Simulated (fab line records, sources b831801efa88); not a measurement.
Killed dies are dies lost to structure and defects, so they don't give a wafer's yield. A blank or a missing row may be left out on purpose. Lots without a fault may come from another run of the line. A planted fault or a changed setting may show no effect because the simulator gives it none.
One fault seen from 2 desks | flow gf180mcu | each desk has only its own numbers; what lay behind them comes last

THE METROLOGY DESK
What the gauges read, lot by lot, whatever tool the lot ran on: means of the sampled wafers that have a number. A lot is out of limits, marked OUT, if its mean lies more than 4 standard deviations from the usual mean; the brackets give that distance.
Columns: A = V1_CVD_02_THK at GF_V1_THK_MEAS_03, usual 842 nm; B = cd_nm at GF_M2_CD_MEAS_14, usual 280.0 nm
lot  | first seen here | A   | B
L312 | day 16 14:21    | 857 | 279.9
L313 | day 17 22:02    | 857 | 279.2
L314 | day 18 13:58    | 832 | 280.3
L315 | day 18 15:49    | 828 | 279.4
L316 | day 19 07:11    | 849 | 278.6
L317 | day 19 19:38    | 844 | 279.1
L318 | day 20 02:26    | 836 | 278.1
L320 | day 20 15:31    | 856 | 281.7
L321 | day 20 18:24    | 825 | 280.4
L322 | day 21 12:56    | 847 | 279.9
L325 | day 22 01:05    | 841 | 280.6
L329 | day 23 12:05    | 855 | 279.9
L332 | day 24 10:29    | 837 | 282.0
L333 | day 24 22:40    | 855 | 281.4
This desk's finding: nothing out of limits on any of the 14 lots.

THE TOOL OWNER'S DESK: rie_metal-02
The tool's own readings at GF_M2_METAL_ETCH_16 (etches the open film in Cl2/BCl3, stops on SiO2, target depth 750.8 nm, time 125.1 s): means of the sampled wafers that have a number, for each lot that ran on this tool. A lot is out of limits, marked OUT, if its mean lies more than 4 standard deviations from the usual mean; the brackets give that distance.
Columns: A = drypump_motor_current_A at GF_M2_METAL_ETCH_16, usual 5.7 A; B = oes_product_au at GF_M2_METAL_ETCH_16, usual 0.990 a.u.; C = throttle_valve_pct at GF_M2_METAL_ETCH_16, usual 28.230 %
lot  | first seen here | A   | B                | C
L313 | day 20 01:14    | 6.1 | 0.990            | 28.228
L316 | day 21 10:50    | 6.2 | 0.997            | 28.219
L317 | day 21 22:35    | 5.9 | 0.988            | 28.242
L321 | day 22 20:08    | 5.9 | 0.986            | 28.235
L325 | day 24 00:59    | 5.9 | 0.947 (-6.4) OUT | 28.264
L329 | day 25 09:40    | 6.0 | 0.939 (-7.6) OUT | 28.294 (+6.3) OUT
This desk's finding: out of limits on L325, L329; first on L325, day 24 00:59 (oes_product_au at GF_M2_METAL_ETCH_16). In limits: L313, L316, L317, L321.

PUT TOGETHER
The tool owner's desk could have raised an alarm at day 24 00:59, on L325, L329.
The metrology desk saw nothing out of limits.
The metrology desk has L325, L329 on record, within its limits.
Of the lots named, all ran GF_M2_METAL_ETCH_16 on rie_metal-02.

WHAT THE SIMULATOR HAD PUT IN
Process parameter drift: rie_metal-02, from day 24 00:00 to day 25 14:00, at GF_M2_METAL_ETCH_16. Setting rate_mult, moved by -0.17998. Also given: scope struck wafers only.
Lots struck among those shown: L325, L329.
Hours from the fault's start to each desk's first reading out of limits: the tool owner's desk, 1.
